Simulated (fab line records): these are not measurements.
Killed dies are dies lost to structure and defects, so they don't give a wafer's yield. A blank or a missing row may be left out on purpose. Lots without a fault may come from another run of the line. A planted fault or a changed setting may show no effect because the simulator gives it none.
Which tool did it? || flow sky130 || 24 lots with 72 wafers sampled at 2 steps, on a route of 708 steps

== WHAT EACH GAUGE READ, for each wafer ==
SKY_VIA1_CD_MEAS_12 targets a cd of 150 nm.
{"lot": "L074", "measured": "day 33 21:32", "on": "cd-sem-01", "cd-nm (nm)": "147.8 149.1 150.6"}
{"lot": "L075", "measured": "day 34 05:36", "on": "cd-sem-01", "cd-nm (nm)": "150.6 148.9 148.4"}
{"lot": "L076", "measured": "day 34 05:57", "on": "cd-sem-02", "cd-nm (nm)": "150.9 150.7 149.6"}
{"lot": "L077", "measured": "day 34 20:00", "on": "cd-sem-02", "cd-nm (nm)": "149.0 148.7 147.8"}
{"lot": "L080", "measured": "day 36 05:03", "on": "cd-sem-02", "cd-nm (nm)": "150.0 149.6 150.5"}
{"lot": "L079", "measured": "day 36 08:50", "on": "cd-sem-02", "cd-nm (nm)": "148.9 149.7 149.3"}
{"lot": "L078", "measured": "day 36 10:26", "on": "cd-sem-02", "cd-nm (nm)": "148.7 148.6 149.1"}
{"lot": "L081", "measured": "day 36 15:22", "on": "cd-sem-01", "cd-nm (nm)": "145.9 147.5 148.5"}
{"lot": "L083", "measured": "day 36 21:36", "on": "cd-sem-02", "cd-nm (nm)": "150.9 150.8 150.2"}
{"lot": "L082", "measured": "day 36 21:56", "on": "cd-sem-01", "cd-nm (nm)": "148.9 147.7 148.5"}
{"lot": "L084", "measured": "day 37 01:20", "on": "cd-sem-02", "cd-nm (nm)": "151.8 150.8 152.9"}
{"lot": "L085", "measured": "day 37 15:30", "on": "cd-sem-01", "cd-nm (nm)": "150.6 150.6 151.1"}
{"lot": "L086", "measured": "day 37 22:59", "on": "cd-sem-01", "cd-nm (nm)": "148.2 149.1 147.6"}
{"lot": "L087", "measured": "day 38 05:30", "on": "cd-sem-01", "cd-nm (nm)": "151.9 150.3 149.1"}
{"lot": "L088", "measured": "day 38 08:38", "on": "cd-sem-02", "cd-nm (nm)": "149.6 148.1 150.2"}
{"lot": "L089", "measured": "day 38 16:40", "on": "cd-sem-02", "cd-nm (nm)": "148.0 147.5 147.8"}
{"lot": "L090", "measured": "day 38 23:45", "on": "cd-sem-01", "cd-nm (nm)": "152.0 149.7 150.8"}
{"lot": "L091", "measured": "day 39 06:23", "on": "cd-sem-02", "cd-nm (nm)": "148.5 149.7 149.4"}
{"lot": "L092", "measured": "day 39 15:45", "on": "cd-sem-02", "cd-nm (nm)": "149.1 148.2 148.8"}
{"lot": "L094", "measured": "day 40 04:51", "on": "cd-sem-02", "cd-nm (nm)": "147.5 146.3 147.8"}
{"lot": "L093", "measured": "day 40 05:49", "on": "cd-sem-01", "cd-nm (nm)": "149.0 151.4 149.0"}
{"lot": "L095", "measured": "day 40 22:52", "on": "cd-sem-02", "cd-nm (nm)": "149.8 149.9 151.1"}
{"lot": "L096", "measured": "day 41 00:30", "on": "cd-sem-02", "cd-nm (nm)": "149.7 150.6 147.5"}
{"lot": "L097", "measured": "day 41 00:47", "on": "cd-sem-01", "cd-nm (nm)": "151.0 151.3 151.4"}

== WHAT TOOL EACH LOT RAN ON (gives the tool, then ch and the chambers of the sampled wafers, and finally the start) ==
{"lot": "L074", "SKY_METAL1_SPUTTER_04": "pvd-sputter-01, day 31 15:10"}
{"lot": "L075", "SKY_METAL1_SPUTTER_04": "pvd-sputter-03, day 31 22:05"}
{"lot": "L076", "SKY_METAL1_SPUTTER_04": "pvd-sputter-01, day 31 22:33"}
{"lot": "L077", "SKY_METAL1_SPUTTER_04": "pvd-sputter-01, day 32 13:30"}
{"lot": "L080", "SKY_METAL1_SPUTTER_04": "pvd-sputter-02, day 33 23:14"}
{"lot": "L079", "SKY_METAL1_SPUTTER_04": "pvd-sputter-02, day 34 02:35"}
{"lot": "L078", "SKY_METAL1_SPUTTER_04": "pvd-sputter-02, day 34 03:18"}
{"lot": "L081", "SKY_METAL1_SPUTTER_04": "pvd-sputter-01, day 34 08:32"}
{"lot": "L083", "SKY_METAL1_SPUTTER_04": "pvd-sputter-01, day 34 14:58"}
{"lot": "L082", "SKY_METAL1_SPUTTER_04": "pvd-sputter-03, day 34 15:16"}
{"lot": "L084", "SKY_METAL1_SPUTTER_04": "pvd-sputter-01, day 34 18:27"}
{"lot": "L085", "SKY_METAL1_SPUTTER_04": "pvd-sputter-02, day 35 10:17"}
{"lot": "L086", "SKY_METAL1_SPUTTER_04": "pvd-sputter-01, day 35 17:03"}
{"lot": "L087", "SKY_METAL1_SPUTTER_04": "pvd-sputter-03, day 36 00:14"}
{"lot": "L088", "SKY_METAL1_SPUTTER_04": "pvd-sputter-02, day 36 04:11"}
{"lot": "L089", "SKY_METAL1_SPUTTER_04": "pvd-sputter-01, day 36 11:24"}
{"lot": "L090", "SKY_METAL1_SPUTTER_04": "pvd-sputter-02, day 36 18:48"}
{"lot": "L091", "SKY_METAL1_SPUTTER_04": "pvd-sputter-01, day 37 02:44"}
{"lot": "L092", "SKY_METAL1_SPUTTER_04": "pvd-sputter-01, day 37 12:25"}
{"lot": "L094", "SKY_METAL1_SPUTTER_04": "pvd-sputter-03, day 38 02:03"}
{"lot": "L093", "SKY_METAL1_SPUTTER_04": "pvd-sputter-02, day 38 02:21"}
{"lot": "L095", "SKY_METAL1_SPUTTER_04": "pvd-sputter-01, day 38 20:56"}
{"lot": "L096", "SKY_METAL1_SPUTTER_04": "pvd-sputter-03, day 38 22:12"}
{"lot": "L097", "SKY_METAL1_SPUTTER_04": "pvd-sputter-01, day 38 22:30"}
- SKY_METAL1_SPUTTER_04: material TiN, target thk 70 nm, time 58.3 s.

== AS READ BY THE TOOLS THEMSELVES (means over the sampled wafers that have a number; for cases with no such wafer, the mark the record gives instead) ==
SKY_METAL1_SPUTTER_04.
{"lot": "L074", "tool": "pvd-sputter-01", "throttle-valve-pct (%)": 29.2}
{"lot": "L075", "tool": "pvd-sputter-03", "throttle-valve-pct (%)": 29.2}
{"lot": "L076", "tool": "pvd-sputter-01", "throttle-valve-pct (%)": 29.2}
{"lot": "L077", "tool": "pvd-sputter-01", "throttle-valve-pct (%)": 29.2}
{"lot": "L080", "tool": "pvd-sputter-02", "throttle-valve-pct (%)": 30.0}
{"lot": "L079", "tool": "pvd-sputter-02", "throttle-valve-pct (%)": 30.0}
{"lot": "L078", "tool": "pvd-sputter-02", "throttle-valve-pct (%)": 29.9}
{"lot": "L081", "tool": "pvd-sputter-01", "throttle-valve-pct (%)": 29.9}
{"lot": "L083", "tool": "pvd-sputter-01", "throttle-valve-pct (%)": 28.7}
{"lot": "L082", "tool": "pvd-sputter-03", "throttle-valve-pct (%)": 29.2}
{"lot": "L084", "tool": "pvd-sputter-01", "throttle-valve-pct (%)": 28.6}
{"lot": "L085", "tool": "pvd-sputter-02", "throttle-valve-pct (%)": 30.1}
{"lot": "L086", "tool": "pvd-sputter-01", "throttle-valve-pct (%)": 28.7}
{"lot": "L087", "tool": "pvd-sputter-03", "throttle-valve-pct (%)": 28.4}
{"lot": "L088", "tool": "pvd-sputter-02", "throttle-valve-pct (%)": 29.7}
{"lot": "L089", "tool": "pvd-sputter-01", "throttle-valve-pct (%)": 29.4}
{"lot": "L090", "tool": "pvd-sputter-02", "throttle-valve-pct (%)": 30.1}
{"lot": "L091", "tool": "pvd-sputter-01", "throttle-valve-pct (%)": 30.0}
{"lot": "L092", "tool": "pvd-sputter-01", "throttle-valve-pct (%)": 29.2}
{"lot": "L094", "tool": "pvd-sputter-03", "throttle-valve-pct (%)": 28.3}
{"lot": "L093", "tool": "pvd-sputter-02", "throttle-valve-pct (%)": 30.0}
{"lot": "L095", "tool": "pvd-sputter-01", "throttle-valve-pct (%)": 30.0}
{"lot": "L096", "tool": "pvd-sputter-03", "throttle-valve-pct (%)": 29.4}
{"lot": "L097", "tool": "pvd-sputter-01", "throttle-valve-pct (%)": 30.1}

== THE ANSWER, worked out from the rows above alone ==
Rule: the usual values come from the lots themselves. Put in order of their means at a reading, lots are off if they are a third of the lots or fewer, leave a main group of 4 or more, and stand apart from it by a gap of 3 or more times the standard deviation of the main group's means; of several such gaps the widest counts. A main group whose means are all the same, to the digits that the tables above print for the reading, isn't used. Also off: a lot with no number at a reading for which 4 or more lots have one. Any other lot the step has rows for is counted as sound. First the gauges in route order, then the tools' own readings, where a lot's mean is used as printed above. At the first step where some lot is off, the reading lying furthest off is the one used; lots without a number count as furthest.
No lot is off at any reading shown: from this, nothing can be told.

== WHAT THE SIMULATOR HAD INSERTED ==
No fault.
